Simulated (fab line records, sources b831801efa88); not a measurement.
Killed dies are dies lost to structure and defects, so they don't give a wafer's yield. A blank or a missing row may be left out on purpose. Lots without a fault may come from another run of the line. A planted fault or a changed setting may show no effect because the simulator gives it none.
Which tool did it? | flow sky130 | 12 lots, 36 wafers sampled, at 5 steps of a route of 708

WHAT THE GAUGES READ, wafer by wafer
SKY_POLY_GATE_THK_MEAS_04. Usual: POLY_GATE_CVD_03_THK 75.4 nm, standard deviation 0.7.
lot  | measured     | on            | POLY_GATE_CVD_03_THK (nm) | flag
L918 | day 15 14:41 | film_metro-03 | 74.1 74.3 74.4            |
L920 | day 16 08:14 | film_metro-01 | 74.9 74.2 74.5            |
L922 | day 16 17:43 | film_metro-03 | 74.4 74.1 73.9            |
L921 | day 16 19:04 | film_metro-01 | 76.3 75.0 75.2            |
L927 | day 18 12:52 | film_metro-02 | 75.6 75.0 76.2            |
L929 | day 19 09:52 | film_metro-03 | 75.3 75.1 75.4            |
L930 | day 19 16:14 | film_metro-02 | 75.6 75.9 76.3            |
L931 | day 20 03:32 | film_metro-01 | 76.0 75.7 75.9            |
L932 | day 20 06:49 | film_metro-01 | 74.4 74.8 74.4            |
L934 | day 20 20:52 | film_metro-02 | 75.5 75.5 75.4            |
L939 | day 22 19:09 | film_metro-03 | 76.0 75.5 75.6            |
L940 | day 22 21:25 | film_metro-03 | 76.2 76.3 76.1            |

SKY_LDD_HVN_OVL_MEAS_07. Usual: LDD_HVN_OVL -1.0 nm, standard deviation 1.3.
lot  | measured     | on         | LDD_HVN_OVL (nm) | flag
L918 | day 20 16:31 | overlay-02 | -3.0 -2.0 -3.6   |
L920 | day 21 12:22 | overlay-01 | -2.3 -3.5 -3.0   |
L922 | day 21 23:16 | overlay-02 | -1.7 -1.6 -0.6   |
L921 | day 22 01:29 | overlay-01 | -0.8 0.2 -0.1    |
L927 | day 23 17:08 | overlay-01 | -0.5 -0.8 -0.1   |
L929 | day 24 16:31 | overlay-02 | -0.5 -2.3 -1.0   |
L930 | day 24 20:43 | overlay-01 | 1.1 0.0 2.1      |
L931 | day 25 07:02 | overlay-01 | 54.5 56.0 55.5   | OFF
L932 | day 25 10:32 | overlay-02 | 55.2 55.7 54.9   | OFF
L934 | day 26 00:05 | overlay-02 | 57.2 54.1 54.4   | OFF
L939 | day 27 19:40 | overlay-01 | 1.1 -0.9 -0.2    |
L940 | day 27 21:44 | overlay-02 | -1.4 -1.9 -1.7   |

SKY_LDD_LDN_OVL_MEAS_07. Usual: LDD_LDN_OVL 0.8 nm, standard deviation 1.3.
lot  | measured     | on         | LDD_LDN_OVL (nm) | flag
L918 | day 23 04:53 | overlay-02 | 1.1 0.4 0.9      |
L920 | day 24 00:47 | overlay-02 | 0.9 0.0 2.0      |
L922 | day 24 11:33 | overlay-02 | -0.4 1.0 0.8     |
L921 | day 24 14:08 | overlay-02 | 0.3 -0.2 0.5     |
L927 | day 26 04:00 | overlay-01 | 2.1 1.4 2.1      |
L929 | day 27 02:56 | overlay-02 | -0.4 -0.8 -2.1   |
L930 | day 27 07:41 | overlay-02 | 0.7 0.4 2.0      |
L931 | day 27 17:41 | overlay-02 | 0.9 1.2 1.2      |
L932 | day 27 21:26 | overlay-02 | -1.0 -1.0 -0.7   |
L934 | day 28 09:14 | overlay-02 | 0.8 -0.1 0.1     |
L939 | day 30 04:40 | overlay-01 | -1.0 1.5 2.4     |
L940 | day 30 06:11 | overlay-01 | -0.8 1.1 -0.1    |

WHICH TOOL RAN EACH LOT (tool, then ch and the chambers of the sampled wafers, then the start)
lot  | SKY_LDD_HVN_EXPOSE_04               | SKY_LDD_HVP_STRIP_09
L918 | iline_stepper-01 ch 0, day 20 01:31 | plasma_asher-02 ch 0,1, day 21 23:08
L920 | iline_stepper-02 ch 0, day 20 21:24 | plasma_asher-01 ch 0,1, day 22 18:44
L922 | iline_stepper-02 ch 0, day 21 08:59 | plasma_asher-02 ch 0,1, day 23 05:59
L921 | iline_stepper-02 ch 0, day 21 10:33 | plasma_asher-04 ch 0,1, day 23 08:14
L927 | iline_stepper-01 ch 0, day 23 02:33 | plasma_asher-01 ch 0,1, day 24 23:14
L929 | iline_stepper-02 ch 0, day 24 01:46 | plasma_asher-02 ch 0,1, day 25 22:07
L930 | iline_stepper-02 ch 0, day 24 06:32 | plasma_asher-02 ch 0,1, day 26 02:29
L931 | iline_stepper-02 ch 0, day 24 16:26 | plasma_asher-02 ch 0,1, day 26 12:45
L932 | iline_stepper-02 ch 0, day 24 19:52 | plasma_asher-02 ch 0,1, day 26 15:47
L934 | iline_stepper-02 ch 0, day 25 09:52 | plasma_asher-04 ch 0,1, day 27 05:06
L939 | iline_stepper-01 ch 0, day 27 05:13 | plasma_asher-01 ch 0,1, day 29 00:25
L940 | iline_stepper-01 ch 0, day 27 07:07 | plasma_asher-02 ch 0,1, day 29 02:23
- SKY_LDD_HVN_EXPOSE_04: exposes mask HVNTM, target cd 700 nm.
- SKY_LDD_HVP_STRIP_09: strips in O2/N2.

WHAT THE TOOLS THEMSELVES READ (means of the sampled wafers that have a number; where no wafer has one, the mark that the record gives instead)
SKY_LDD_HVN_EXPOSE_04. Usual: stage_vel_mm_s 500.00 mm/s, standard deviation 0.27.
lot  | tool             | stage_vel_mm_s (mm/s) | flag
L918 | iline_stepper-01 | 500.11                |
L920 | iline_stepper-02 | 499.85                |
L922 | iline_stepper-02 | 500.18                |
L921 | iline_stepper-02 | 499.84                |
L927 | iline_stepper-01 | 500.14                |
L929 | iline_stepper-02 | 500.10                |
L930 | iline_stepper-02 | 499.75                |
L931 | iline_stepper-02 | 499.93                |
L932 | iline_stepper-02 | 500.10                |
L934 | iline_stepper-02 | 500.05                |
L939 | iline_stepper-01 | 499.96                |
L940 | iline_stepper-01 | 500.27                |

SKY_LDD_HVP_STRIP_09. Usual: drypump_motor_current_A 5.7 A, standard deviation 0.69; oes_product_au 0.408 a.u., standard deviation 0.0041; strip_time_to_endpoint_s 4.138 s, standard deviation 0.015.
lot  | tool            | drypump_motor_current_A (A) | oes_product_au (a.u.) | strip_time_to_endpoint_s (s) | flag
L918 | plasma_asher-02 | 6.3                         | 0.411                 | 4.139                        |
L920 | plasma_asher-01 | 5.1                         | 0.405                 | 4.137                        |
L922 | plasma_asher-02 | 6.0                         | 0.409                 | 4.140                        |
L921 | plasma_asher-04 | 6.2                         | 0.410                 | 4.118                        |
L927 | plasma_asher-01 | 5.1                         | 0.406                 | 4.127                        |
L929 | plasma_asher-02 | 6.3                         | 0.408                 | 4.152                        |
L930 | plasma_asher-02 | 6.3                         | 0.411                 | 4.127                        |
L931 | plasma_asher-02 | 6.2                         | 0.408                 | 4.131                        |
L932 | plasma_asher-02 | 6.2                         | 0.410                 | 4.148                        |
L934 | plasma_asher-04 | 6.2                         | 0.408                 | 4.134                        |
L939 | plasma_asher-01 | 5.1                         | 0.410                 | 4.146                        |
L940 | plasma_asher-02 | 6.2                         | 0.411                 | 4.145                        |

THE ANSWER, worked out from the rows above alone
Rule: a lot is off if the mean of its wafers that have a number lies more than 3 standard deviations from the usual mean. A lot without any number at a reading at which 4 lots or more have one is off too. The other lots that the step has rows for count as sound. The gauges are gone through in route order, then the tools' own readings, and for those a lot's mean is taken as printed above. The first step at which some lot is off is used, and at that step the reading that is off furthest; a lot without a number counts as furthest.
Off: L931, L932, L934, at SKY_LDD_HVN_OVL_MEAS_07 (LDD_HVN_OVL).
A tool fits if, at a process step before that reading, it ran every lot that is off, and no sound lot after the first of them. The gauges at SKY_LDD_HVN_OVL_MEAS_07 are tried like those tools. One fits: iline_stepper-02 at SKY_LDD_HVN_EXPOSE_04. Its last sound lot is L930 (day 24 06:32), its first lot that is off L931 (day 24 16:26): a fault that began between those two fits.

WHAT THE SIMULATOR HAD PUT IN
Scanner matching overlay: iline_stepper-02, from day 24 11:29 on, at SKY_LDD_HVN_EXPOSE_04. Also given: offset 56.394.
Lots struck among those shown: L931, L932, L934. The rule above found the same.
